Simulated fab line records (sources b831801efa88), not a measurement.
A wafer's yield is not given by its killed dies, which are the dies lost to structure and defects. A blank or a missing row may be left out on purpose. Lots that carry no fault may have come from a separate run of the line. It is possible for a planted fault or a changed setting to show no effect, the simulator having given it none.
fab line records    flow sky130
record: lots: 15  wafers: 45  lastDay: 50
route steps=708 shown LDD_LDN@301 POLY_CUT@319 SD_N@347
lots untouched by any fault: they come from a run of this same line in which no faults occurred
startH: hours from the record's opening day to when the first of the lot's shown wafers began    waitH: hours elapsed since this lot's preceding step    " repeats the value in the row above    L1.1+2: a row that stands for several wafers    - either no value or no given start    * or withheld: withheld    < > ~ a bound
route shown NAME@n: NAME is a module with steps in the file, n the number in the route of the first one    usual: mean and standard deviation over wafers with no fault    same: alike in all rows    chamber/n: place in a boat    sites: readings site by site    _std_site: the standard deviation of these    _edge_site: inner sites' mean taken away from outer sites' mean    radiusMm: how far each site lies from the wafer's centre    mask NAME#n: copy n    behind: tool/chamber where the wafer was last shaped    hold: reason for holding the lot/hours on hold/outcome of the hold    device: the transistor (n, p or np) that didn't switch    end of line: the route-end tests of the same wafers    where a step has no rows: the recipe by itself    killed: dies lost to structure and defects at the first sort, not the wafer's yield    map: per-die view of a wafer (x killed, . not killed, _ where there is no die)
set.NAME: the setting the step ran with; set.NAME@STEP: the setting that earlier step ran with    model.NAME: the simulator's own value behind a step, which no gauge read
one table for each step of the route and one row for each wafer, over a sample of lots
services: a tool's chamber out of use, with start hour (startH, from the record's first day; less than 0 if before it), hours out, and reason
== steps ==
step: SKY_LDD_LDN_STRIP_12
recipe: chemistry: O2/N2  powerW: 1400  pressureMtorr: 1500  platenTempC: withheld  o2FlowSccm: 3000  n2FlowSccm: 300  overashFraction: 0.5
usual: drypumpMotorCurrentA: 5.5/0.31  oesProductAu: 0.716/0.0044  stripTimeToEndpointS: 14.18/0.038
lot.wafer  tool            chamber  startH  waitH  drypumpMotorCurrentA  oesProductAu  rfHoursCounterH  stripTimeToEndpointS
L777.1     plasmaAsher-03  0        528.70  0.1    5.6                   0.719         10               14.14
L777.2     "               1        "       "      5.1                   0.715         10               14.19
L777.3     "               1        "       "      5.1                   0.717         -                14.13
L778.3     plasmaAsher-02  1        550.24  0.1    6.0                   0.715         -                14.17
L778.4     "               0        "       "      5.4                   0.723         -                14.20
L778.5     "               0        "       "      5.4                   0.713         -                14.17
L780.4     plasmaAsher-03  0        558.72  0.1    5.6                   0.720         -                14.20
L780.5     "               1        "       "      5.1                   0.710         -                14.17
L780.6     "               0        "       "      5.6                   0.718         -                14.15
L781.1     plasmaAsher-02  1        569.60  0.1    6.1                   0.712         90               14.16
L781.2     "               0        "       "      5.4                   0.725         90               14.14
L781.4     "               1        "       "      6.1                   0.718         -                14.15
L782.2     plasmaAsher-03  0        580.65  0.1    5.6                   0.716         15               14.15
L782.4     "               1        "       "      5.2                   0.721         -                14.16
L782.6     "               1        "       "      5.1                   0.712         -                14.18
L783.1     plasmaAsher-03  1        583.04  0.1    5.2                   0.715         15               14.20
L783.3     "               0        "       "      5.6                   0.716         -                14.16
L783.4     "               1        "       "      5.2                   0.713         -                14.20
L784.2     plasmaAsher-03  0        596.30  0.1    5.6                   0.712         17               14.24
L784.5     "               0        "       "      5.6                   0.721         -                14.26
L784.6     "               1        "       "      5.2                   0.711         -                14.25
L785.2     plasmaAsher-03  0        609.95  0.1    5.5                   0.722         18               14.11
L785.3     "               0        "       "      5.6                   0.718         -                14.13
L785.6     "               1        "       "      5.2                   0.714         -                14.10
L789.2     plasmaAsher-02  1        639.70  0.1    6.0                   0.715         96               14.21
L789.5     "               1        "       "      6.0                   0.706         -                14.23
L789.6     "               0        "       "      5.4                   0.716         -                14.22
L790.2     plasmaAsher-03  1        645.05  0.1    5.1                   0.716         22               14.21
L790.4     "               1        "       "      5.1                   0.718         -                14.22
L790.5     "               1        "       "      5.1                   0.716         -                14.24
L791.1     plasmaAsher-03  0        652.14  0.1    5.6                   0.708         23               14.15
L791.3     "               0        "       "      5.6                   0.722         -                14.15
L791.4     "               1        "       "      5.2                   0.711         -                14.15
L797.1     plasmaAsher-02  0        694.59  0.1    5.4                   0.723         102              14.15
L797.2     "               1        "       "      6.0                   0.716         102              14.13
L797.6     "               1        "       "      6.0                   0.720         -                14.16
L798.1     plasmaAsher-02  0        701.90  0.1    5.4                   0.706         103              14.17
L798.2     "               1        "       "      6.0                   0.718         103              14.11
L798.3     "               0        "       "      5.4                   0.712         -                14.13
L799.3     plasmaAsher-03  0        707.27  0.1    5.6                   0.718         -                14.09
L799.4     "               1        "       "      5.1                   0.711         -                14.13
L799.5     "               1        "       "      5.1                   0.720         -                14.12
L800.3     plasmaAsher-04  0        718.27  0.1    5.0                   0.718         -                14.17
L800.4     "               1        "       "      5.7                   0.713         -                14.18
L800.5     "               0        "       "      5.0                   0.717         -                14.16
step: SKY_POLY_CUT_STRIP_12
recipe: chemistry: O2/N2  powerW: 1400  pressureMtorr: 1500  platenTempC: withheld  o2FlowSccm: 3000  n2FlowSccm: 300  overashFraction: 0.5
usual: drypumpMotorCurrentA: 5.6/0.48  oesProductAu: 0.453/0.0045  stripTimeToEndpointS: 5.356/0.018
lot.wafer  tool            chamber  startH  waitH  drypumpMotorCurrentA  oesProductAu  rfHoursCounterH  stripTimeToEndpointS
L777.1     plasmaAsher-01  1        558.85  0.0    6.5                   0.450         42               5.334
L777.2     "               0        "       "      5.3                   0.452         42               5.321
L777.3     "               1        "       "      6.5                   0.452         -                5.360
L778.3     plasmaAsher-02  0        582.20  0.1    5.4                   0.453         -                5.355
L778.4     "               1        "       "      6.1                   0.453         -                5.370
L778.5     "               1        "       "      6.1                   0.457         -                5.364
L780.4     plasmaAsher-04  1        590.56  0.1    5.7                   0.451         -                5.373
L780.5     "               1        "       "      5.6                   0.454         -                5.409
L780.6     "               0        "       "      5.0                   0.454         -                5.373
L781.1     plasmaAsher-02  1        601.00  0.0    6.0                   0.457         93               5.371
L781.2     "               0        "       "      5.4                   0.455         93               5.362
L781.4     "               1        "       "      6.0                   0.449         -                5.358
L782.2     plasmaAsher-04  0        612.21  0.0    5.0                   0.452         75               5.347
L782.4     "               1        "       "      5.7                   0.459         -                5.368
L782.6     "               0        "       "      5.1                   0.449         -                5.363
L783.1     plasmaAsher-04  1        614.16  0.0    5.7                   0.456         75               5.358
L783.3     "               0        "       "      5.0                   0.455         -                5.353
L783.4     "               1        "       "      5.7                   0.454         -                5.366
L784.2     plasmaAsher-01  1        627.71  0.0    6.5                   0.447         49               5.365
L784.5     "               1        "       "      6.5                   0.458         -                5.361
L784.6     "               0        "       "      5.3                   0.452         -                5.342
L785.2     plasmaAsher-04  0        640.70  0.0    5.0                   0.451         78               5.362
L785.3     "               0        "       "      5.0                   0.447         -                5.369
L785.6     "               1        "       "      5.6                   0.454         -                5.354
L789.2     plasmaAsher-02  1        669.95  0.0    6.0                   0.449         100              5.355
L789.5     "               0        "       "      5.4                   0.454         -                5.357
L789.6     "               1        "       "      6.0                   0.449         -                5.366
L790.2     plasmaAsher-02  0        675.35  0.0    5.4                   0.452         100              5.355
L790.4     "               1        "       "      6.1                   0.452         -                5.358
L790.5     "               1        "       "      6.1                   0.449         -                5.338
L791.1     plasmaAsher-02  1        682.46  0.0    6.1                   0.456         101              5.337
L791.3     "               1        "       "      6.0                   0.450         -                5.341
L791.4     "               0        "       "      5.4                   0.448         -                5.350
L797.1     plasmaAsher-01  1        724.06  0.0    6.5                   0.451         59               5.325
L797.2     "               0        "       "      5.3                   0.465         59               5.334
L797.6     "               1        "       "      6.5                   0.454         -                5.310
L798.1     plasmaAsher-04  0        731.46  0.0    5.0                   0.452         87               5.369
L798.2     "               1        "       "      5.7                   0.457         87               5.358
L798.3     "               0        "       "      5.0                   0.450         -                5.349
L799.3     plasmaAsher-01  0        737.29  0.1    5.3                   0.457         -                5.341
L799.4     "               1        "       "      6.5                   0.456         -                5.350
L799.5     "               0        "       "      5.3                   0.458         -                5.353
L800.3     plasmaAsher-02  0        746.79  0.1    5.4                   0.450         -                5.351
L800.4     "               1        "       "      6.0                   0.451         -                5.364
L800.5     "               1        "       "      6.0                   0.444         -                5.358
step: SKY_SD_N_PEB_05
recipe: tempC: withheld  timeS: *  resist: NOVOLAK
usual: chillPlateTempC: *  exhaustPa: 45.2/1
lot.wafer  tool           chamber  startH  waitH  chillPlateTempC  exhaustPa
L777.1     lithoTrack-02  0        647.22  -      *                44.7
L777.2     "              0        "       "      *                45.2
L777.3     "              0        "       "      *                45.6
L778.3     lithoTrack-03  0        669.50  -      *                45.6
L778.4     "              0        "       "      *                44.4
L778.5     "              0        "       "      *                45.4
L780.4     lithoTrack-02  0        677.09  -      *                45.3
L780.5     "              0        "       "      *                46.3
L780.6     "              0        "       "      *                44.0
L781.1     lithoTrack-02  0        686.92  -      *                46.4
L781.2     "              0        "       "      *                46.4
L781.4     "              0        "       "      *                44.9
L782.2     lithoTrack-03  0        697.83  -      *                44.1
L782.4     "              0        "       "      *                45.1
L782.6     "              0        "       "      *                43.0
L783.1     lithoTrack-04  0        700.36  -      *                46.2
L783.3     "              0        "       "      *                45.3
L783.4     "              0        "       "      *                46.5
L784.2     lithoTrack-02  0        712.64  -      *                47.7
L784.5     "              0        "       "      *                45.4
L784.6     "              0        "       "      *                46.5
L785.2     lithoTrack-04  0        724.74  -      *                45.7
L785.3     "              0        "       "      *                43.1
L785.6     "              0        "       "      *                44.9
L789.2     lithoTrack-02  -        752.54  -      -                -
L789.5     "              -        "       "      -                -
L789.6     "              -        "       "      -                -
L790.2     lithoTrack-03  -        757.73  -      -                -
L790.4     "              -        "       "      -                -
L790.5     "              -        "       "      -                -
L791.1     lithoTrack-03  -        765.20  -      -                -
L791.3     "              -        "       "      -                -
L791.4     "              -        "       "      -                -
L797.1     lithoTrack-02  0        803.97  -      *                47.5
L797.2     "              0        "       "      *                46.6
L797.6     "              0        "       "      *                46.7
L798.1     lithoTrack-04  0        810.61  -      *                45.6
L798.2     "              0        "       "      *                44.7
L798.3     "              0        "       "      *                44.6
L799.3     lithoTrack-04  0        816.66  -      *                46.0
L799.4     "              0        "       "      *                44.4
L799.5     "              0        "       "      *                44.4
L800.3     lithoTrack-03  0        825.20  -      *                45.6
L800.4     "              0        "       "      *                45.9
L800.5     "              0        "       "      *                45.4
step: SKY_SD_N_OVL_MEAS_08
usual: SD_N_OVL: 0.2/1.2
lot.wafer  tool        chamber  startH  waitH  SD_N_OVL[nm]
L777.1     overlay-02  -        647.64  0.1    0.5
L777.2     "           -        "       "      0.6
L777.3     "           -        "       "      0.5
L778.3     overlay-02  -        669.96  0.1    0.7
L778.4     "           -        "       "      0.3
L778.5     "           -        "       "      0.5
L780.4     overlay-02  -        677.45  0.1    0.6
L780.5     "           -        "       "      1.3
L780.6     "           -        "       "      2.0
L781.1     overlay-01  -        687.34  0.1    -1.4
L781.2     "           -        "       "      -1.6
L781.4     "           -        "       "      -2.4
L782.2     overlay-02  -        698.23  0.1    0.2
L782.4     "           -        "       "      -0.8
L782.6     "           -        "       "      -1.0
L783.1     overlay-01  -        700.78  0.1    0.0
L783.3     "           -        "       "      -0.7
L783.4     "           -        "       "      -1.8
L784.2     overlay-02  -        713.04  0.1    0.2
L784.5     "           -        "       "      -0.9
L784.6     "           -        "       "      0.9
L785.2     overlay-02  -        725.14  0.1    1.2
L785.3     "           -        "       "      0.7
L785.6     "           -        "       "      -0.6
L789.2     overlay-02  -        752.94  0.1    0.1
L789.5     "           -        "       "      1.6
L789.6     "           -        "       "      0.5
L790.2     overlay-01  -        758.13  0.1    0.1
L790.4     "           -        "       "      -1.2
L790.5     "           -        "       "      0.0
L791.1     overlay-01  -        765.62  0.1    0.1
L791.3     "           -        "       "      0.1
L791.4     "           -        "       "      -0.8
L797.1     overlay-02  -        804.39  0.1    0.0
L797.2     "           -        "       "      0.0
L797.6     "           -        "       "      0.1
L798.1     overlay-02  -        811.06  0.1    0.0
L798.2     "           -        "       "      -1.7
L798.3     "           -        "       "      -0.5
L799.3     overlay-01  -        817.05  0.1    0.8
L799.4     "           -        "       "      -0.1
L799.5     "           -        "       "      -0.6
L800.3     overlay-02  -        825.59  0.1    1.5
L800.4     "           -        "       "      0.3
L800.5     "           -        "       "      1.3
== services ==
tool            chamber  startH  hours  kind
plasmaAsher-02  -        514.04  2.8    pm
plasmaAsher-02  -        620.27  6.6    repair
plasmaAsher-02  -        621.19  0.5    repair
plasmaAsher-03  -        658.06  9.0    repair
plasmaAsher-01  -        690.99  0.4    repair
plasmaAsher-03  -        713.95  3.5    repair
plasmaAsher-02  -        733.75  9.0    pm
plasmaAsher-02  0        733.75  9.0    ventCycle
plasmaAsher-02  1        733.75  9.0    ventCycle
plasmaAsher-02  0        742.75  -      clean
plasmaAsher-02  1        742.75  -      clean
plasmaAsher-04  -        774.01  2.8    pm
plasmaAsher-01  -        785.34  11.6   repair
== key ==
firstSign: step: SKY_SD_N_PEB_05  reading: toolRecord  direction: missing
effect none on later readings
metAt SKY_SD_N_PEB_05
struckLots L789,L790,L791
sortLeftOut L789.2,L789.5,L789.6,L790.2,L790.4,L790.5,L791.1,L791.3,L791.4
testerLeftOut L789,L790,L791
notActingAt SKY_LDD_LDN_STRIP_12,SKY_POLY_CUT_STRIP_12,SKY_SD_N_OVL_MEAS_08
onsetBetween 712.64 752.54
fault: kind: skippedStepWhole  tool: lithoTrack-02,lithoTrack-03  chamber: -  onsetH: 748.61  steps: SKY_SD_N_PEB_05  scope: struckLotsOnly
testerLeftOut: of these lots the tester's yield and bins aren't shown, on N5 and GAA mostly nor the transistor test; their killed dies are dies lost to structure and defects alone, not to doping, threshold or leakage, so they don't give the yield
sortLeftOut: the simulated sort isn't trusted on such a fault, so these wafers' sort isn't shown, and their yield isn't known
